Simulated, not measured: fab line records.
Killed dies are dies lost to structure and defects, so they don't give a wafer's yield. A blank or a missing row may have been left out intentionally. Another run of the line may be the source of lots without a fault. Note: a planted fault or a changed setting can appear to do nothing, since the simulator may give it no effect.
Chamber matching || flow sky130 || 4 sister chambers for SKY_VIA3_ETCH_15 on rie-diel-01
The step etches SiO2 in C4F8/O2/Ar, stops on TiN, target depth 507 nm, time 78 s. 4 wafers are shown with their chamber, then 7 later ones without.

== WAFERS WITH THEIR CHAMBER ==
{"wafer": "L084.2", "chamber": 0, "oes-product-au (a.u.)": 0.944}
{"wafer": "L084.6", "chamber": 2, "oes-product-au (a.u.)": 0.950}
{"wafer": "L083.2", "chamber": 3, "oes-product-au (a.u.)": 0.942}
{"wafer": "L083.4", "chamber": 1, "oes-product-au (a.u.)": 0.946}

== WAFERS MISSING THEIR CHAMBER ==
{"wafer": "L083.5", "oes-product-au (a.u.)": 0.946}
{"wafer": "L093.2", "oes-product-au (a.u.)": 0.930}
{"wafer": "L093.4", "oes-product-au (a.u.)": 0.939}
{"wafer": "L093.6", "oes-product-au (a.u.)": 0.944}
{"wafer": "L096.2", "oes-product-au (a.u.)": 0.943}
{"wafer": "L096.4", "oes-product-au (a.u.)": 0.946}
{"wafer": "L096.6", "oes-product-au (a.u.)": 0.942}

== CHAMBER TAKEN BY EACH ==
{"wafer": "L083.5", "from the rows above": "can't be placed: 1 or 0 or 2 or 3", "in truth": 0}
{"wafer": "L093.2", "from the rows above": "can't be placed: 3 or 0 or 1 or 2", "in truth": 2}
{"wafer": "L093.4", "from the rows above": "can't be placed: 3 or 0 or 1 or 2", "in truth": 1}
{"wafer": "L093.6", "from the rows above": "can't be placed: 0 or 1 or 3 or 2", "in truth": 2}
{"wafer": "L096.2", "from the rows above": "can't be placed: 0 or 3 or 1 or 2", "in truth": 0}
{"wafer": "L096.4", "from the rows above": "can't be placed: 1 or 0 or 2 or 3", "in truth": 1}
{"wafer": "L096.6", "from the rows above": "can't be placed: 3 or 0 or 1 or 2", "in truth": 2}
Correctly placed: 0 of 7. From these rows, 7 cannot be placed; in 7 the true chamber is one of the candidates. Placed wrongly: 0.
How it was worked out, from the rows above alone: a wafer's distance from a chamber is the root of the sum, over the readings, of the square of ((its reading less the chamber's mean) divided by the reading's scatter). The wafer belongs to the nearest chamber; if the next one is less than 2 further off, it can't be placed. A chamber's mean is the mean of its shown wafers. The scatter (one wafer shown for each chamber): square how far every hidden wafer sits from the nearest shown wafer, average those squares and take the square root.
